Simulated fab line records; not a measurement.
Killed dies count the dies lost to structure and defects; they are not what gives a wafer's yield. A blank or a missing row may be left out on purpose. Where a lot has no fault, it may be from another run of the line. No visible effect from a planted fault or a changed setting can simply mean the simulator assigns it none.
Check for tools in common    flow gf180mcu    Sample size 13 lots and 39 wafers

## REASON IT WAS OPENED
At GF_VT_IMPLANT_TW_MEAS_32 the reading VT_IMPLANT_3_TW is flagged on 1 of 13 lots. No-fault wafers: 267.5, standard deviation 1.7.
Rule: a lot is flagged when every wafer of it that has a number lies more than 4 standard deviations from that mean, or none has a number. All remaining lots are regarded as sound.

lot   measured      on             VT_IMPLANT_3_TW, wafer by wafer  flag
L910  day 6 20:38   film-metro-04  266.9 268.0 266.9                
L911  day 7 03:38   film-metro-01  264.9 265.7 266.2                
L913  day 7 17:59   film-metro-04  266.5 266.5 266.7                
L914  day 7 23:02   film-metro-01  266.3 263.9 265.6                
L915  day 8 07:32   film-metro-04  266.3 267.9 266.1                
L916  day 8 17:32   film-metro-04  266.9 267.9 267.5                
L917  day 8 19:47   film-metro-01  266.2 267.0 266.8                
L918  day 9 03:26   film-metro-03  269.5 271.6 269.7                
L919  day 9 09:26   film-metro-03  270.7 269.3 270.3                
L921  day 9 21:47   film-metro-04  265.4 265.1 265.8                
L922  day 10 03:30  film-metro-04  268.4 267.5 266.6                
L931  day 12 20:20  film-metro-03  267.6 267.8 268.2                
L932  day 12 21:56  film-metro-03  29.9 29.9 29.8                   FLAGGED
On average the flagged lots read 29.9, which is -237.6 against the usual, or -99 or more standard deviations.

## TOOL THAT RAN EACH LOT
The record holds 1 process step before the reading, out of a route of 602 steps. Each cell gives the tool, then ch followed by the chambers the sampled wafers passed through, then the start.
lot   flag     GF_VT_IMPLANT_EXPOSE_26
L910           iline-stepper-01 ch 0, day 6 12:53
L911           iline-stepper-02 ch 0, day 6 19:34
L913           iline-stepper-02 ch 0, day 7 09:52
L914           iline-stepper-02 ch 0, day 7 14:38
L915           iline-stepper-02 ch 0, day 7 23:04
L916           iline-stepper-01 ch 0, day 8 09:16
L917           iline-stepper-02 ch 0, day 8 11:46
L918           iline-stepper-02 ch 0, day 8 18:55
L919           iline-stepper-01 ch 0, day 9 00:59
L921           iline-stepper-01 ch 0, day 9 13:10
L922           iline-stepper-02 ch 0, day 9 18:51
L931           iline-stepper-02 ch 0, day 12 10:40
L932  FLAGGED  iline-stepper-02 ch 0, day 12 12:13
What the steps here do:
- GF_VT_IMPLANT_EXPOSE_26: exposes mask LVPWELL HV AREA, target cd 860 nm.
- GF_VT_IMPLANT_TW_MEAS_32

## FLAGGED OVER TOTAL, TOOL BY TOOL (the gauges that took the reading come last)
step                      tool              lots run  flagged  share of the flagged lots  sound lots run after its first flagged lot
GF_VT_IMPLANT_EXPOSE_26   iline-stepper-01  4         0        none                       -
GF_VT_IMPLANT_EXPOSE_26   iline-stepper-02  9         1        all                        0
GF_VT_IMPLANT_TW_MEAS_32  film-metro-01     3         0        none                       -
GF_VT_IMPLANT_TW_MEAS_32  film-metro-03     4         1        all                        0
GF_VT_IMPLANT_TW_MEAS_32  film-metro-04     6         0        none                       -

## WHAT IS ALLOWED BY THE TABLE
iline-stepper-02 at GF_VT_IMPLANT_EXPOSE_26 and film-metro-03 at GF_VT_IMPLANT_TW_MEAS_32 are the 2 rows of the table that ran each flagged lot.
- iline-stepper-02 at GF_VT_IMPLANT_EXPOSE_26: 1 of its 9 lots flagged. A fault beginning between L931 (day 12 10:40), its last sound lot, and L932 (day 12 12:13), its first flagged one, fits the data.
- film-metro-03 at GF_VT_IMPLANT_TW_MEAS_32: 1 of its 4 lots flagged. A fault beginning between L931 (day 12 20:20), its last sound lot, and L932 (day 12 21:56), its first flagged one, fits the data.
These 2 tools cannot be told apart by counting lots, since each of them fits a fault that started at some hour. More lots, or a look at what each step does to the wafer, might.

## WHAT WAS PUT IN BY THE SIMULATOR
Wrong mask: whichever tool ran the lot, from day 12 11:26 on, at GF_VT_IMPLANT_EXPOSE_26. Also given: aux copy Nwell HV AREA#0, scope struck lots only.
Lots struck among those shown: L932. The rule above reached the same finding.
